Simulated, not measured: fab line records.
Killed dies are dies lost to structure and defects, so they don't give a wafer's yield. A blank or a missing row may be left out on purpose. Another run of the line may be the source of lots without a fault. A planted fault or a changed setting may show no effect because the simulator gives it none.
The same fault as seen by 2 desks    flow gf180mcu    what lay behind the numbers comes last; until then each desk has only its own

METROLOGY DESK
What the gauges read, lot by lot, whatever tool the lot ran on: means of the sampled wafers that have a number. Any lot whose mean is over 4 standard deviations away from the usual mean is out of limits and marked OUT; that distance is given in the brackets.
Columns: A = PASSIVATION_BOW at GF_PASSIVATION_BOW_MEAS_14, usual 138 um
lot   first seen here  A
L516  day 29 01:35     143
L517  day 29 14:26     146
L518  day 29 16:34     133
L519  day 30 00:11     122
L520  day 30 10:17     148
L521  day 30 13:28     139
L522  day 31 06:18     142
L523  day 31 09:28     148
L532  day 33 13:06     151
L536  day 34 12:11     133
L537  day 34 20:20     126
L538  day 34 21:18     137
L539  day 34 23:24     137
Result from this desk: across the 13 lots, nothing is out of limits.

DESK OF THE TOOL OWNER: rie_si-01
The tool's own readings at GF_POLY_GATE_ETCH_13 (etches poly-Si in HBr/Cl2, stops on SiO2, target depth 198.5 nm, time 69.6 s): means of the sampled wafers that have a number, for each lot that ran on this tool. Any lot whose mean is over 4 standard deviations away from the usual mean is out of limits and marked OUT; that distance is given in the brackets.
Columns: A = HBr_flow_sccm at GF_POLY_GATE_ETCH_13, usual 150.0 sccm; B = drypump_motor_current_A at GF_POLY_GATE_ETCH_13, usual 5.9 A; C = oes_product_au at GF_POLY_GATE_ETCH_13, usual 0.990 a.u.; D = throttle_valve_pct at GF_POLY_GATE_ETCH_13, usual 33.684 %
lot   first seen here  A      B    C      D
L517  day 9 13:16      149.1  5.8  0.992  33.682
L518  day 9 18:07      149.6  6.3  0.994  33.675
L521  day 10 17:34     150.0  6.1  0.994  33.687
L522  day 11 00:40     150.4  5.7  0.989  33.699
L532  day 13 20:49     150.0  5.7  0.993  33.691
Result from this desk: across the 5 lots, nothing is out of limits.

BROUGHT TOGETHER
From the metrology desk's view, nothing was out of limits.
Nothing out of limits was seen by the tool owner's desk.

WHAT THE SIMULATOR PUT IN
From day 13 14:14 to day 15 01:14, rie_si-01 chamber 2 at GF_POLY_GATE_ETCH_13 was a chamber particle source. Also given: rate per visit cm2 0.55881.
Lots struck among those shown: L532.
